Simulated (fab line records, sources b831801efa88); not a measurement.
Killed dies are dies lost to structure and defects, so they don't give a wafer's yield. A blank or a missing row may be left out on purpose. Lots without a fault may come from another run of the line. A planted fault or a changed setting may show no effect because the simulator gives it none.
Problem report in the 8D (eight disciplines) form, filled by code | flow gf180mcu | the parts of the form that need people (team, actions taken, sign-off) are left out

1. THE PROBLEM
overpolish_run_s at GF_V5_CMP_26 reads a mean of 13.848 s on 2 wafers of 2 lots; wafers without a fault read 15.001 s with a standard deviation of 0.0087. That is -99 or more standard deviations from the usual mean.
The step: polishes, stops on SiO2, t overpolish 15 s, target thk 0 nm.
First seen on wafer L721.2, day 29 12:53, on cmp-01. The record holds 39 wafers of 13 lots with a number at this step. Rule for "out", or "out of limits": more than 4 standard deviations from the usual mean. The other wafers with a number count as sound.

2. WHAT IT IS AND WHAT IT IS NOT
question                    | is                | is not
which readings at this step | overpolish_run_s  | motor_current_A, platen_rpm, slurry_flow_ml_min, time_to_endpoint_s
which lots                  | L721, L722        | L714, L715, L716, L730, L731, L732, L733, L734, L735, L736, L737
which wafers of those lots  | L721.2, L722.1    | L721.3, L721.4, L722.3, L722.6
read on which tools         | cmp-01            | cmp-02
when                        | from day 29 12:53 | up to then (11 sound wafers); but 26 sound wafers of L722, L730, L731, L732, L733, L734, L735, L736, L737 came after

3. SUSPECTS, AND WHAT RULES EACH OUT
Counting: a tool at a process step up to the reading stays a suspect if it ran every lot that is out. Sound lots after the first of them don't rule it out here, since some wafers of a struck lot are sound.
- rie_diel-04 at GF_V5_ETCH_17 (etches SiO2 in C4F8/O2/Ar, stops on TiN, target depth 855 nm): kept. It ran every lot that is out, first L721 (day 29 12:29); its last sound lot up to then is L716 (day 27 18:25). GF_V5_ETCH_17 gives no start for some lots, so the hours and the order of its lots are those of GF_V5_SPUTTER_21.
- cmp-01 at GF_V5_CMP_26 (polishes, stops on SiO2, t overpolish 15 s, target thk 0 nm): kept. It ran every lot that is out, first L721 (day 29 12:53); its last sound lot up to then is L716 (day 27 18:52). Its own readings are out on those wafers: overpolish_run_s.
- Within cmp-01 at GF_V5_CMP_26: the wafers that are out ran in chamber 1; their sound lot-mates ran in chambers 2, 3.
Left after counting: rie_diel-04 at GF_V5_ETCH_17, cmp-01 at GF_V5_CMP_26.

4. THE CAUSE (what the simulator had put in)
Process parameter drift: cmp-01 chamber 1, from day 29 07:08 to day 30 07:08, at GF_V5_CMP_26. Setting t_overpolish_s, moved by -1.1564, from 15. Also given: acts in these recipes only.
Counting left 2 suspects, and this tool is among them.

5. THE CHAIN OF EFFECTS, in route order
Each row: a reading whose mean over the struck wafers that have a number lies more than 3 standard deviations from the usual. Only readings for which the record gives a usual standard deviation are gone through. hours: the time from each lot's start at the first step in this table that gives one to its start at this step, as a median over the lots. sigmas: the change in usual standard deviations.
hours | step         | reading          | usual    | on struck wafers | change | sigmas
0     | GF_V5_CMP_26 | overpolish_run_s | 15.001 s | 13.848           | -1.153 | -99 or more
The process steps in it:
- GF_V5_CMP_26: polishes, stops on SiO2, t overpolish 15 s, target thk 0 nm.
Later measuring or inspecting steps at which every struck wafer that the step has a row for has a number for every such reading, and none has moved that far: GF_TOP_METAL_THK_MEAS_06.

6. WHAT WOULD HAVE CAUGHT IT SOONER
In this record the first reading out of limits was taken at day 29 12:53, 6 hours after the fault began at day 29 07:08.
